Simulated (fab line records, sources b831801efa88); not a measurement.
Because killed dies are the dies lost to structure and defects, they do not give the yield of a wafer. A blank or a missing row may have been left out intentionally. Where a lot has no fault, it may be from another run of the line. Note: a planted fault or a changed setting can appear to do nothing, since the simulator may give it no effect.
2 desks, one fault || flow sky130 || what lay behind the numbers comes last; until then each desk has only its own

FOR THE TOOL OWNER'S DESK: pvd_sputter-01
The tool's own readings at SKY_METAL5_SPUTTER_00 (material Ti, target thk 15 nm, time 10 s): means of the sampled wafers that have a number, for each lot that ran on this tool. Marked OUT: a lot whose mean sits more than 4 standard deviations from the usual mean, which makes it out of limits; the brackets give that distance.
Columns: A = cathode_dc_power_W at SKY_METAL5_SPUTTER_00, usual 3000.0 W; B = throttle_valve_pct at SKY_METAL5_SPUTTER_00, usual 29.3 %
{"lot": "L338", "first seen here": "day 42 21:08", "A": 3000.3, "B": 29.2}
{"lot": "L339", "first seen here": "day 43 06:01", "A": 3000.0, "B": 29.4}
{"lot": "L342", "first seen here": "day 44 05:25", "A": 3000.0, "B": 28.9}
{"lot": "L343", "first seen here": "day 44 07:04", "A": 2999.5, "B": 29.3}
{"lot": "L347", "first seen here": "day 45 07:29", "A": 3000.1, "B": 29.1}
{"lot": "L360", "first seen here": "day 48 21:08", "A": 2999.9, "B": 29.2}
This desk's finding: nothing out of limits on any of the 6 lots.

FROM THE METROLOGY DESK
Means of the sampled wafers that have a number, per lot and without regard to the tool the lot ran on: this is what the gauges read. Marked OUT: a lot whose mean sits more than 4 standard deviations from the usual mean, which makes it out of limits; the brackets give that distance.
Columns: A = LI_CONTACT_OVL at SKY_LI_CONTACT_OVL_MEAS_13, usual 0 nm; B = LI_CONTACT_W_RS at SKY_LI_CONTACT_RS_MEAS_22, usual 0.2846 ohm/sq
{"lot": "L338", "first seen here": "day 29 04:11", "A": -1, "B": 0.2833}
{"lot": "L339", "first seen here": "day 29 12:35", "A": -1, "B": 0.2854}
{"lot": "L341", "first seen here": "day 30 06:47", "A": 1, "B": 0.2857}
{"lot": "L342", "first seen here": "day 30 19:17", "A": -8, "B": 0.2816}
{"lot": "L343", "first seen here": "day 30 20:34", "A": 3, "B": 0.2850}
{"lot": "L344", "first seen here": "day 31 02:48", "A": -2, "B": 0.2842}
{"lot": "L345", "first seen here": "day 31 13:14", "A": -3, "B": 0.2861}
{"lot": "L347", "first seen here": "day 32 02:56", "A": -3, "B": 0.2814}
{"lot": "L353", "first seen here": "day 34 06:44", "A": 3, "B": 0.2848}
{"lot": "L361", "first seen here": "day 36 15:14", "A": 4, "B": 0.2843}
{"lot": "L359", "first seen here": "day 36 19:01", "A": 1, "B": 0.2828}
{"lot": "L360", "first seen here": "day 36 19:35", "A": -9, "B": 0.2872}
This desk's finding: nothing out of limits on any of the 12 lots.

BROUGHT TOGETHER
The tool owner's desk saw nothing out of limits.
Metrology desk: nothing out of limits seen.

WHAT HAD BEEN PUT IN BY THE SIMULATOR
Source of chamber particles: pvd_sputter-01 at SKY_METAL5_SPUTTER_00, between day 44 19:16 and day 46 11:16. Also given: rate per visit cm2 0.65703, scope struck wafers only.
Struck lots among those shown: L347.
